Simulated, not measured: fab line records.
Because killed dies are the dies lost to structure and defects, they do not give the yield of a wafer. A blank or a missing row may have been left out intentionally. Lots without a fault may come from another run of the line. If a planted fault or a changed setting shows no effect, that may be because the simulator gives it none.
Shared-tool check    flow sky130    36 wafers sampled across 12 lots

REASON FOR OPENING
SKY_VT_ADJUST_HVTR_TW_MEAS_11, reading VT_ADJUST_HVTR_TW: flagged on 3 of 12 lots. Wafers without a fault read 209.6, standard deviation 2.4.
Rule: a lot gets a flag if all its wafers with a number sit over 4 standard deviations from that mean, or if no wafer of it has a number. As for the other lots, they are considered sound.

lot   measured      on             VT_ADJUST_HVTR_TW, wafer by wafer  flag
L672  day 9 22:36   film_metro-04  213.5 212.7 212.9                  
L674  day 10 10:13  film_metro-02  208.9 208.2 208.4                  
L675  day 10 23:53  film_metro-03  209.8 209.7 209.6                  
L676  day 11 06:59  film_metro-03  209.8 211.2 210.1                  
L677  day 11 15:05  film_metro-02  206.1 206.6 206.4                  
L682  day 13 05:02  film_metro-02  185.4 185.7 185.7                  FLAGGED
L683  day 13 11:57  film_metro-03  191.4 190.2 189.8                  FLAGGED
L684  day 13 18:23  film_metro-04  192.1 191.6 191.9                  FLAGGED
L688  day 14 22:33  film_metro-04  212.7 212.8 212.3                  
L690  day 15 15:02  film_metro-02  206.8 206.0 207.4                  
L692  day 16 06:07  film_metro-03  209.7 209.5 210.6                  
L693  day 16 13:57  film_metro-03  210.6 209.9 210.9                  
Average over the flagged lots: 189.3; offset from the usual -20.3, equal to -8 standard deviations.

WHICH TOOL EACH LOT WENT THROUGH
The record keeps 1 process step preceding the reading, out of 708 steps on the route. Cell contents, in order: the tool; ch with the chambers the sampled wafers went through; the start.
lot   flag     SKY_VT_ADJUST_HVTR_IMPLANT_09
L672           implanter-02 ch 0, day 9 22:22
L674           implanter-02 ch 0, day 10 09:58
L675           implanter-02 ch 0, day 10 23:38
L676           implanter-02 ch 0, day 11 06:45
L677           implanter-01 ch 0, day 11 14:50
L682  FLAGGED  implanter-01 ch 0, day 13 04:47
L683  FLAGGED  implanter-01 ch 0, day 13 11:44
L684  FLAGGED  implanter-01 ch 0, day 13 18:09
L688           implanter-02 ch 0, day 14 22:20
L690           implanter-02 ch 0, day 15 14:47
L692           implanter-01 ch 0, day 16 05:54
L693           implanter-02 ch 0, day 16 13:42
What is done by these steps:
- SKY_VT_ADJUST_HVTR_IMPLANT_09
- SKY_VT_ADJUST_HVTR_TW_MEAS_11

FLAGGED AGAINST TOTAL, ONE TOOL AT A TIME (gauges that did the reading follow at the end)
step                           tool           lots run  flagged  share of the flagged lots  sound lots run after its first flagged lot
SKY_VT_ADJUST_HVTR_IMPLANT_09  implanter-01   5         3        all                        1 (L692)
SKY_VT_ADJUST_HVTR_IMPLANT_09  implanter-02   7         0        none                       -
SKY_VT_ADJUST_HVTR_TW_MEAS_11  film_metro-02  4         1        some                       1 (L690)
SKY_VT_ADJUST_HVTR_TW_MEAS_11  film_metro-03  5         1        some                       2 (L692,L693)
SKY_VT_ADJUST_HVTR_TW_MEAS_11  film_metro-04  3         1        some                       1 (L688)

WHAT THE TABLE PERMITS
All flagged lots share 1 row of the table, namely implanter-01 at SKY_VT_ADJUST_HVTR_IMPLANT_09.
- implanter-01 at SKY_VT_ADJUST_HVTR_IMPLANT_09 ran 5 lots, 3 of them flagged. Sound lots ran on it after the first flagged one (L692), which a lasting fault on the whole tool wouldn't allow. Its own readings lie more than 4 standard deviations out on every wafer of the flagged lots: dose_ions_cm2, faraday_current_uA.
Every row of the table either missed a flagged lot or ran a sound lot after the first.

WHAT THE SIMULATOR HAD PUT IN
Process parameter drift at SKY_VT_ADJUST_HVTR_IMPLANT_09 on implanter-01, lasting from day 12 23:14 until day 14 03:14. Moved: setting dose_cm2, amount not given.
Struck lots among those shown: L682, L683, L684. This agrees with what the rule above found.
